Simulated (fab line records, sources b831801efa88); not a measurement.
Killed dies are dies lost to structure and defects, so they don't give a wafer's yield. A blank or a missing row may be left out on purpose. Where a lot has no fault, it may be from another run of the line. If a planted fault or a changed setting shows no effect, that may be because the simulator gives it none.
fab line records | flow sky130
record: lots: 13 | wafers: 39 | lastDay: 51
route steps=708 shown FIELD_ISO@15 PWDE@84 VT_ADJUST_PCH@147 GATE_OXIDE@197
lots untouched by any fault: they come from a run of this same line in which no faults occurred
startH: hours from the record's opening day to when the first of the lot's shown wafers began | waitH: time in hours since the lot's previous step | " same as the row above | L1.1+2: a row that stands for several wafers | - no value, or no start given | * or withheld: withheld | < > ~ a bound
route shown NAME@n: a module of which the file shows steps, and the number in the route of the first | usual: mean/standard deviation of fault-free wafers | same: alike in all rows | chamber/n: place in a boat | sites: each site's reading | _std_site: standard deviation of those values | _edge_site: mean of outer sites minus mean of inner sites | radiusMm: for every site, how far away it sits from the centre of the wafer | mask NAME#n: copy n | behind: tool/chamber where the wafer was last shaped | hold: why the lot was held/for how many hours/how that ended | device: transistor that didn't switch, given as n, p or np | end of line: tests of these same wafers at the route's end | a step given without rows: its recipe and nothing more | killed: dies that structure and defects cost at the first sort, which is not the same as the wafer's yield | map: dies across one wafer; x = killed, . = not, _ = none there
set.NAME: the run value of the setting; set.NAME@STEP: its run value at that earlier step | model.NAME: the simulator's own value behind a step, which no gauge read
a sample of lots followed through the steps of the route, with each step as a table and each wafer as a row
services: a tool's chamber out of use, with start hour (startH, from the record's first day; less than 0 if before it), hours out, and reason
== steps ==
step: SKY_FIELD_ISO_ETCH_14
recipe: chemistry: N2/H2 | target: BARC | ionEnergyEv: 200 | sourceW: 500 | biasW: 100 | pressureMtorr: 30 | n2FlowSccm: 100 | h2FlowSccm: 200 | stopOn: SiO2 | timeS: 45.9 | targetDepthA: 600
usual: chamberPressureMTorr: 29.998/0.029 | drypumpMotorCurrentA: 5.7/0.53 | oesProductAu: 0.855/0.0046 | throttleValvePct: 13.224/0.0087
lot.wafer | tool       | chamber | startH | waitH | chamberPressureMTorr | drypumpMotorCurrentA | oesProductAu | rfHoursCounterH | throttleValvePct
L822.1    | rieDiel-03 | 2       | 50.84  | 0.1   | 29.934               | 5.7                  | 0.850        | 80              | 13.215
L822.5    | "          | 3       | "      | "     | 30.010               | 5.1                  | 0.857        | -               | 13.228
L822.6    | "          | 2       | "      | "     | 30.013               | 5.6                  | 0.858        | -               | 13.217
L823.1    | rieDiel-01 | 1       | 51.28  | 0.1   | 29.933               | 5.2                  | 0.854        | 27              | 13.221
L823.4    | "          | 2       | "      | "     | 29.997               | 4.8                  | 0.862        | 8               | 13.231
L823.5    | "          | 1       | "      | "     | 30.040               | 5.2                  | 0.850        | -               | 13.219
L825.3    | rieDiel-03 | 3       | 55.24  | 0.1   | 29.996               | 5.1                  | 0.856        | 5               | 13.210
L825.4    | "          | 0       | "      | "     | 29.955               | 5.5                  | 0.855        | 7               | 13.208
L825.5    | "          | 0       | "      | "     | 30.020               | 5.5                  | 0.855        | -               | 13.224
L824.2    | rieDiel-04 | 1       | 55.43  | 0.1   | 29.976               | 6.0                  | 0.856        | 0               | 13.220
L824.4    | "          | 0       | "      | "     | 30.013               | 5.5                  | 0.857        | 104             | 13.219
L824.5    | "          | 2       | "      | "     | 30.030               | 5.6                  | 0.860        | -               | 13.225
L826.3    | rieDiel-01 | 2       | 59.83  | 0.1   | 29.986               | 4.7                  | 0.855        | 8               | 13.213
L826.5    | "          | 0       | "      | "     | 29.936               | 6.3                  | 0.856        | -               | 13.227
L826.6    | "          | 3       | "      | "     | 29.958               | 6.0                  | 0.848        | -               | 13.253
L828.2    | rieDiel-04 | 0       | 69.44  | 0.1   | 29.998               | 5.5                  | 0.857        | 104             | 13.225
L828.4    | "          | 3       | "      | "     | 29.991               | 6.6                  | 0.849        | 31              | 13.223
L828.5    | "          | 0       | "      | "     | 29.992               | 5.5                  | 0.854        | -               | 13.224
L829.1    | rieDiel-04 | 1       | 74.68  | 0.1   | 29.984               | 6.0                  | 0.856        | 1               | 13.214
L829.2    | "          | 3       | "      | "     | 30.014               | 6.6                  | 0.855        | 31              | 13.222
L829.5    | "          | 0       | "      | "     | 29.963               | 5.5                  | 0.855        | -               | 13.210
L830.3    | rieDiel-01 | 1       | 76.89  | 0.1   | 30.040               | 5.2                  | 0.862        | 28              | 13.220
L830.4    | "          | 3       | "      | "     | 30.005               | 5.9                  | 0.858        | 143             | 13.225
L830.6    | "          | 0       | "      | "     | 30.018               | 6.3                  | 0.858        | -               | 13.225
L836.1    | rieDiel-04 | 2       | 114.88 | 0.1   | 29.979               | 5.6                  | 0.857        | 100             | 13.218
L836.3    | "          | 3       | "      | "     | 29.969               | 6.6                  | 0.860        | 32              | 13.226
L836.4    | "          | 1       | "      | "     | 29.973               | 5.9                  | 0.854        | 1               | 13.226
L837.3    | rieDiel-04 | 3       | 119.78 | 0.1   | 29.962               | 6.6                  | 0.851        | 32              | 13.223
L837.5    | "          | 1       | "      | "     | 29.995               | 6.0                  | 0.854        | -               | 13.225
L837.6    | "          | 0       | "      | "     | 30.035               | 5.5                  | 0.859        | -               | 13.212
L841.1    | rieDiel-04 | 3       | 138.88 | 0.1   | 30.009               | 6.6                  | 0.856        | 32              | 13.216
L841.3    | "          | 0       | "      | "     | 30.012               | 5.6                  | 0.839        | 106             | 13.235
L841.6    | "          | 2       | "      | "     | 29.969               | 5.7                  | 0.859        | -               | 13.242
L842.1    | rieDiel-01 | 0       | 145.93 | 0.1   | 29.990               | 6.4                  | 0.855        | 143             | 13.217
L842.3    | "          | 3       | "      | "     | 29.971               | 5.9                  | 0.849        | 144             | 13.224
L842.4    | "          | 0       | "      | "     | 29.973               | 6.4                  | 0.864        | -               | 13.229
L843.1    | rieDiel-04 | 3       | 148.58 | 0.1   | 30.023               | 6.6                  | 0.856        | 33              | 13.231
L843.2    | "          | 0       | "      | "     | 29.967               | 5.6                  | 0.850        | 106             | 13.214
L843.4    | "          | 2       | "      | "     | 30.000               | 5.7                  | 0.860        | 101             | 13.223
step: SKY_NWELL_RS_MEAS_31
recipe: thkMeasGauge: four-point-probe
usual: PWDE_RS: 5268/20
lot.wafer | tool         | chamber | startH | waitH | PWDE_RS[ohm/sq]
L822.1    | filmMetro-03 | -       | 127.47 | 0.1   | 5288
L822.5    | "            | -       | "      | "     | 5279
L822.6    | "            | -       | "      | "     | 5304
L823.1    | filmMetro-04 | -       | 128.35 | 0.1   | 5248
L823.4    | "            | -       | "      | "     | 5268
L823.5    | "            | -       | "      | "     | 5266
L825.3    | filmMetro-04 | -       | 131.29 | 0.1   | 5261
L825.4    | "            | -       | "      | "     | 5249
L825.5    | "            | -       | "      | "     | 5247
L824.2    | filmMetro-03 | -       | 131.62 | 0.1   | 5285
L824.4    | "            | -       | "      | "     | 5278
L824.5    | "            | -       | "      | "     | 5268
L826.3    | filmMetro-03 | -       | 140.09 | 0.1   | 5252
L826.5    | "            | -       | "      | "     | 5269
L826.6    | "            | -       | "      | "     | 5284
L828.2    | filmMetro-01 | -       | 153.47 | 0.1   | 5239
L828.4    | "            | -       | "      | "     | 5252
L828.5    | "            | -       | "      | "     | 5254
L829.1    | filmMetro-04 | -       | 158.14 | 0.1   | 5221
L829.2    | "            | -       | "      | "     | 5238
L829.5    | "            | -       | "      | "     | 5254
L830.3    | filmMetro-04 | -       | 159.69 | 0.1   | 5256
L830.4    | "            | -       | "      | "     | 5235
L830.6    | "            | -       | "      | "     | 5263
L836.1    | filmMetro-04 | -       | 203.14 | 0.1   | 5268
L836.3    | "            | -       | "      | "     | 5288
L836.4    | "            | -       | "      | "     | 5262
L837.3    | filmMetro-04 | -       | 208.09 | 0.1   | 5288
L837.5    | "            | -       | "      | "     | 5271
L837.6    | "            | -       | "      | "     | 5268
L841.1    | filmMetro-03 | -       | 253.65 | 0.1   | 5256
L841.3    | "            | -       | "      | "     | 5271
L841.6    | "            | -       | "      | "     | 5268
L842.1    | filmMetro-03 | -       | 263.96 | 0.1   | 5268
L842.3    | "            | -       | "      | "     | 5254
L842.4    | "            | -       | "      | "     | 5259
L843.1    | filmMetro-04 | -       | 264.30 | 0.1   | 5264
L843.2    | "            | -       | "      | "     | 5271
L843.4    | "            | -       | "      | "     | 5264
step: SKY_VT_ADJUST_PCH_EXPOSE_04
recipe: maskId: NWM | na: 0.6 | sourceShape: conventional | sigmaOuter: 0.6 | polarization: unpolarized | targetCdNm: 840 | doseMj: 255
usual: exposureDoseMJCm2: 255.00/0.24
lot.wafer | tool            | chamber | startH | waitH | mask  | exposureDoseMJCm2
L822.1    | ilineStepper-01 | 0       | 240.27 | -     | NWM#0 | 255.04
L822.5    | "               | 0       | "      | "     | NWM#0 | 255.17
L822.6    | "               | 0       | "      | "     | NWM#0 | 255.14
L823.1    | ilineStepper-01 | 0       | 240.61 | -     | NWM#0 | 255.25
L823.4    | "               | 0       | "      | "     | NWM#0 | 254.98
L823.5    | "               | 0       | "      | "     | NWM#0 | 255.08
L825.3    | ilineStepper-02 | 0       | 243.94 | -     | NWM#0 | 255.27
L825.4    | "               | 0       | "      | "     | NWM#0 | 254.48
L825.5    | "               | 0       | "      | "     | NWM#0 | 254.81
L824.2    | ilineStepper-02 | 0       | 246.34 | -     | NWM#0 | 254.96
L824.4    | "               | 0       | "      | "     | NWM#0 | 254.93
L824.5    | "               | 0       | "      | "     | NWM#0 | 254.81
L826.3    | ilineStepper-02 | 0       | 254.55 | -     | NWM#0 | 254.77
L826.5    | "               | 0       | "      | "     | NWM#0 | 254.80
L826.6    | "               | 0       | "      | "     | NWM#0 | 254.65
L828.2    | ilineStepper-02 | 0       | 272.77 | -     | NWM#0 | 255.30
L828.4    | "               | 0       | "      | "     | NWM#0 | 255.11
L828.5    | "               | 0       | "      | "     | NWM#0 | 255.26
L829.1    | ilineStepper-01 | 0       | 279.00 | -     | NWM#0 | 255.24
L829.2    | "               | 0       | "      | "     | NWM#0 | 255.42
L829.5    | "               | 0       | "      | "     | NWM#0 | 255.30
L830.3    | ilineStepper-02 | 0       | 280.72 | -     | NWM#0 | 255.45
L830.4    | "               | 0       | "      | "     | NWM#0 | 255.30
L830.6    | "               | 0       | "      | "     | NWM#0 | 255.37
L836.1    | ilineStepper-01 | 0       | 336.68 | -     | NWM#0 | 234.96
L836.3    | "               | 0       | "      | "     | NWM#0 | 234.92
L836.4    | "               | 0       | "      | "     | NWM#0 | 234.73
L837.3    | ilineStepper-01 | 0       | 345.00 | -     | NWM#0 | 234.95
L837.5    | "               | 0       | "      | "     | NWM#0 | 235.33
L837.6    | "               | 0       | "      | "     | NWM#0 | 235.12
L841.1    | ilineStepper-01 | 0       | 398.92 | -     | NWM#0 | 235.40
L841.3    | "               | 0       | "      | "     | NWM#0 | 234.99
L841.6    | "               | 0       | "      | "     | NWM#0 | 235.21
L842.1    | ilineStepper-02 | 0       | 412.08 | -     | NWM#0 | 255.23
L842.3    | "               | 0       | "      | "     | NWM#0 | 254.93
L842.4    | "               | 0       | "      | "     | NWM#0 | 255.12
L843.1    | ilineStepper-02 | 0       | 412.91 | -     | NWM#0 | 255.00
L843.2    | "               | 0       | "      | "     | NWM#0 | 255.17
L843.4    | "               | 0       | "      | "     | NWM#0 | 255.00
step: SKY_GATE_OXIDE_OVL_MEAS_10
usual: GATE_OXIDE_OVL: -0.6/1.5
lot.wafer | tool       | chamber | startH | waitH | GATE_OXIDE_OVL[nm]
L822.1    | overlay-02 | -       | 335.61 | 0.1   | -0.4
L822.5    | "          | -       | "      | "     | 0.7
L822.6    | "          | -       | "      | "     | -1.2
L823.1    | overlay-02 | -       | 337.86 | 0.1   | 1.9
L823.4    | "          | -       | "      | "     | 1.1
L823.5    | "          | -       | "      | "     | 0.3
L825.3    | overlay-01 | -       | 341.87 | 0.1   | -0.3
L825.4    | "          | -       | "      | "     | 0.6
L825.5    | "          | -       | "      | "     | -0.5
L824.2    | overlay-01 | -       | 342.17 | 0.1   | -1.3
L824.4    | "          | -       | "      | "     | 0.8
L824.5    | "          | -       | "      | "     | 1.6
L826.3    | overlay-02 | -       | 354.92 | 0.1   | -2.6
L826.5    | "          | -       | "      | "     | -2.8
L826.6    | "          | -       | "      | "     | -2.6
L828.2    | overlay-02 | -       | 375.72 | 0.1   | 1.1
L828.4    | "          | -       | "      | "     | 0.3
L828.5    | "          | -       | "      | "     | 2.9
L830.3    | overlay-01 | -       | 380.67 | 0.1   | 0.8
L830.4    | "          | -       | "      | "     | 0.1
L830.6    | "          | -       | "      | "     | -1.2
L829.1    | overlay-02 | -       | 380.96 | 0.1   | -3.6
L829.2    | "          | -       | "      | "     | -2.5
L829.5    | "          | -       | "      | "     | -0.4
L836.1    | overlay-02 | -       | 447.11 | 0.1   | 1.6
L836.3    | "          | -       | "      | "     | 1.0
L836.4    | "          | -       | "      | "     | 0.9
L837.3    | overlay-01 | -       | 455.33 | 0.1   | -2.2
L837.5    | "          | -       | "      | "     | -0.7
L837.6    | "          | -       | "      | "     | -1.3
L841.1    | overlay-02 | -       | 511.71 | 0.1   | 0.8
L841.3    | "          | -       | "      | "     | -0.4
L841.6    | "          | -       | "      | "     | -2.1
L843.1    | overlay-02 | -       | 528.51 | 0.1   | -2.7
L843.2    | "          | -       | "      | "     | -1.7
L843.4    | "          | -       | "      | "     | -2.0
L842.1    | overlay-02 | -       | 529.71 | 0.1   | -1.8
L842.3    | "          | -       | "      | "     | -1.7
L842.4    | "          | -       | "      | "     | -2.6
== services ==
tool            | chamber | startH | hours | kind
rieDiel-03      | 1       | 28.58  | 4.4   | repair
ilineStepper-01 | -       | 37.31  | 28.9  | pm
ilineStepper-02 | -       | 57.15  | 6.9   | repair
ilineStepper-02 | -       | 71.48  | 1.7   | pm
rieDiel-03      | 2       | 101.16 | 13.3  | repair
rieDiel-01      | 1       | 105.45 | 15.8  | repair
rieDiel-04      | 1       | 135.90 | 6.8   | repair
ilineStepper-02 | -       | 141.93 | 1.9   | repair
rieDiel-01      | 1       | 145.40 | 3.5   | repair
rieDiel-03      | 2       | 184.68 | 2.6   | repair
rieDiel-04      | 2       | 193.75 | 2.9   | repair
rieDiel-03      | 1       | 196.10 | 4.4   | repair
ilineStepper-01 | -       | 209.06 | 1.7   | pm
rieDiel-01      | 1       | 209.61 | 4.7   | repair
rieDiel-04      | 3       | 270.59 | 1.4   | repair
ilineStepper-02 | -       | 289.66 | 1.7   | pm
rieDiel-04      | -       | 289.86 | 0.8   | repair
rieDiel-04      | 1       | 310.20 | 2.4   | repair
rieDiel-03      | -       | 314.17 | 0.1   | repair
ilineStepper-02 | -       | 348.80 | 1.1   | repair
rieDiel-04      | -       | 365.79 | 3.3   | repair
rieDiel-01      | -       | 370.17 | 1.1   | repair
rieDiel-04      | 3       | 370.94 | 22.1  | repair
ilineStepper-02 | -       | 380.51 | 1.7   | repair
== key ==
firstSign: step: SKY_VT_ADJUST_PCH_EXPOSE_04 | reading: exposureDoseMJCm2 | direction: down | sigmas: 82 | usual: * | struck: *
effect none on later readings
metAt SKY_VT_ADJUST_PCH_EXPOSE_04
struckLots L836,L837,L841
testerLeftOut L836,L837,L841
notActingAt SKY_FIELD_ISO_ETCH_14,SKY_NWELL_RS_MEAS_31,SKY_GATE_OXIDE_OVL_MEAS_10
onsetBetween 279.00 336.68
fault: kind: processParameterDrift | tool: ilineStepper-01 | chamber: - | onsetH: 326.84 | steps: SKY_VT_ADJUST_PCH_EXPOSE_04 | channel: doseMj | offset: -19.948 | shape: step | actsIn: theseRecipesOnly | stated: 255
testerLeftOut: of these lots the tester's yield and bins aren't shown, on N5 and GAA mostly nor the transistor test; their killed dies are dies lost to structure and defects alone, not to doping, threshold or leakage, so they don't give the yield
